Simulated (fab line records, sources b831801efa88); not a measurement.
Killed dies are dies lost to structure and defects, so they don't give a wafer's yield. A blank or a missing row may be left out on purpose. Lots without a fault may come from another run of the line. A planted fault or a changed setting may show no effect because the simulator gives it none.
Check of tool commonality || flow gf180mcu || Lots sampled 11, wafers sampled 39

## WHY THIS WAS OPENED
Of 11 lots, 2 have the reading NSD_RS flagged at GF_PSD_RS_MEAS_14. Wafers without a fault read 46.54 ohm/sq, standard deviation 0.087.
Rule: a lot is flagged in two cases, either no wafer of it has a number, or all its wafers with numbers fall more than 4 standard deviations from that mean. All remaining lots are regarded as sound.

{"lot": "L644", "measured": "day 14 21:35", "on": "film_metro-04", "NSD_RS (ohm/sq), wafer by wafer": "46.53 46.37 46.57", "flag": ""}
{"lot": "L645", "measured": "day 15 08:43", "on": "film_metro-01", "NSD_RS (ohm/sq), wafer by wafer": "46.42 46.39 46.59", "flag": ""}
{"lot": "L646", "measured": "day 15 17:13", "on": "film_metro-04", "NSD_RS (ohm/sq), wafer by wafer": "46.46 46.48 46.49", "flag": ""}
{"lot": "L648", "measured": "day 16 06:24", "on": "film_metro-04", "NSD_RS (ohm/sq), wafer by wafer": "46.50 46.41 46.41", "flag": ""}
{"lot": "L649", "measured": "day 16 15:47", "on": "film_metro-03", "NSD_RS (ohm/sq), wafer by wafer": "46.48 46.48 46.47", "flag": ""}
{"lot": "L651", "measured": "day 17 09:43", "on": "film_metro-03", "NSD_RS (ohm/sq), wafer by wafer": "46.26 46.56 46.31", "flag": ""}
{"lot": "L654", "measured": "day 19 10:55", "on": "film_metro-04", "NSD_RS (ohm/sq), wafer by wafer": "48.79 48.95 48.89 48.95 49.03 48.80", "flag": "FLAGGED"}
{"lot": "L656", "measured": "day 19 18:49", "on": "film_metro-03", "NSD_RS (ohm/sq), wafer by wafer": "48.83 48.93 49.02 48.95 48.88 48.94", "flag": "FLAGGED"}
{"lot": "L661", "measured": "day 21 14:17", "on": "film_metro-03", "NSD_RS (ohm/sq), wafer by wafer": "46.63 46.56 46.64", "flag": ""}
{"lot": "L664", "measured": "day 22 07:25", "on": "film_metro-01", "NSD_RS (ohm/sq), wafer by wafer": "46.56 46.53 46.66", "flag": ""}
{"lot": "L665", "measured": "day 22 12:24", "on": "film_metro-04", "NSD_RS (ohm/sq), wafer by wafer": "46.61 46.68 46.69", "flag": ""}
Average over the flagged lots: 48.91 ohm/sq; offset from the usual +2.37 ohm/sq, equal to +27 standard deviations.

## WHICH TOOL EACH LOT WENT THROUGH
Before the reading, the record contains 2 process steps out of a 602-step route. Every cell lists first the tool, next ch and the chambers used by the sampled wafers, and last the start.
{"lot": "L644", "flag": "", "GF_NSD_IMPLANT_09": "implanter-03 ch 0, day 13 23:55", "GF_NSD_STRIP_11": "plasma_asher-02 ch 0,1, day 14 00:13"}
{"lot": "L645", "flag": "", "GF_NSD_IMPLANT_09": "implanter-04 ch 0, day 14 10:26", "GF_NSD_STRIP_11": "plasma_asher-04 ch 0,1, day 14 10:42"}
{"lot": "L646", "flag": "", "GF_NSD_IMPLANT_09": "implanter-03 ch 0, day 14 18:43", "GF_NSD_STRIP_11": "plasma_asher-04 ch 0,1, day 14 19:01"}
{"lot": "L648", "flag": "", "GF_NSD_IMPLANT_09": "implanter-04 ch 0, day 15 07:59", "GF_NSD_STRIP_11": "plasma_asher-02 ch 0,1, day 15 08:16"}
{"lot": "L649", "flag": "", "GF_NSD_IMPLANT_09": "implanter-04 ch 0, day 15 16:28", "GF_NSD_STRIP_11": "plasma_asher-03 ch 0,1, day 15 16:46"}
{"lot": "L651", "flag": "", "GF_NSD_IMPLANT_09": "implanter-03 ch 0, day 16 09:42", "GF_NSD_STRIP_11": "plasma_asher-04 ch 0,1, day 16 09:59"}
{"lot": "L654", "flag": "FLAGGED", "GF_NSD_IMPLANT_09": "implanter-03 ch 0, day 18 09:39", "GF_NSD_STRIP_11": "plasma_asher-03 ch 1, day 18 09:57"}
{"lot": "L656", "flag": "FLAGGED", "GF_NSD_IMPLANT_09": "implanter-03 ch 0, day 18 17:08", "GF_NSD_STRIP_11": "plasma_asher-03 ch 0,1, day 18 17:25"}
{"lot": "L661", "flag": "", "GF_NSD_IMPLANT_09": "implanter-02 ch 0, day 20 13:28", "GF_NSD_STRIP_11": "plasma_asher-03 ch 0,1, day 20 13:44"}
{"lot": "L664", "flag": "", "GF_NSD_IMPLANT_09": "implanter-03 ch 0, day 21 06:21", "GF_NSD_STRIP_11": "plasma_asher-04 ch 0,1, day 21 06:38"}
{"lot": "L665", "flag": "", "GF_NSD_IMPLANT_09": "implanter-02 ch 0, day 21 12:51", "GF_NSD_STRIP_11": "plasma_asher-03 ch 0, day 21 13:09"}
What is done by these steps:
- GF_NSD_IMPLANT_09
- GF_NSD_STRIP_11: strips in O2/N2.
- GF_PSD_RS_MEAS_14: measures by four-point-probe.

## FLAGGED OVER TOTAL, TOOL BY TOOL (the gauges that took the reading come last)
{"step": "GF_NSD_IMPLANT_09", "tool": "implanter-02", "lots run": 2, "flagged": 0, "share of the flagged lots": "none", "sound lots run after its first flagged lot": "-"}
{"step": "GF_NSD_IMPLANT_09", "tool": "implanter-03", "lots run": 6, "flagged": 2, "share of the flagged lots": "all", "sound lots run after its first flagged lot": "1 (L664)"}
{"step": "GF_NSD_IMPLANT_09", "tool": "implanter-04", "lots run": 3, "flagged": 0, "share of the flagged lots": "none", "sound lots run after its first flagged lot": "-"}
{"step": "GF_NSD_STRIP_11", "tool": "plasma_asher-02", "lots run": 2, "flagged": 0, "share of the flagged lots": "none", "sound lots run after its first flagged lot": "-"}
{"step": "GF_NSD_STRIP_11", "tool": "plasma_asher-03", "lots run": 5, "flagged": 2, "share of the flagged lots": "all", "sound lots run after its first flagged lot": "2 (L661,L665)"}
{"step": "GF_NSD_STRIP_11", "tool": "plasma_asher-04", "lots run": 4, "flagged": 0, "share of the flagged lots": "none", "sound lots run after its first flagged lot": "-"}
{"step": "GF_PSD_RS_MEAS_14", "tool": "film_metro-01", "lots run": 2, "flagged": 0, "share of the flagged lots": "none", "sound lots run after its first flagged lot": "-"}
{"step": "GF_PSD_RS_MEAS_14", "tool": "film_metro-03", "lots run": 4, "flagged": 1, "share of the flagged lots": "some", "sound lots run after its first flagged lot": "1 (L661)"}
{"step": "GF_PSD_RS_MEAS_14", "tool": "film_metro-04", "lots run": 5, "flagged": 1, "share of the flagged lots": "some", "sound lots run after its first flagged lot": "1 (L665)"}

## WHAT IS ALLOWED BY THE TABLE
Every flagged lot went through 2 rows of the table: implanter-03 at GF_NSD_IMPLANT_09 and plasma_asher-03 at GF_NSD_STRIP_11.
- implanter-03 at GF_NSD_IMPLANT_09: 2 of its 6 lots flagged. After the first flagged lot (L664), sound lots still ran on it; a lasting fault on the whole tool would not permit that. Its own readings (beam_on_s, dose_ions_cm2) fall more than 4 standard deviations out on all wafers of the flagged lots.
- plasma_asher-03 at GF_NSD_STRIP_11: 2 of its 5 lots flagged. After the first flagged lot (L661, L665), sound lots still ran on it; a lasting fault on the whole tool would not permit that. Its own readings (strip_time_to_endpoint_s) fall more than 4 standard deviations out on all wafers of the flagged lots.
No row of the table ran every flagged lot and no sound lot after the first.

## WHAT THE SIMULATOR HAD INSERTED
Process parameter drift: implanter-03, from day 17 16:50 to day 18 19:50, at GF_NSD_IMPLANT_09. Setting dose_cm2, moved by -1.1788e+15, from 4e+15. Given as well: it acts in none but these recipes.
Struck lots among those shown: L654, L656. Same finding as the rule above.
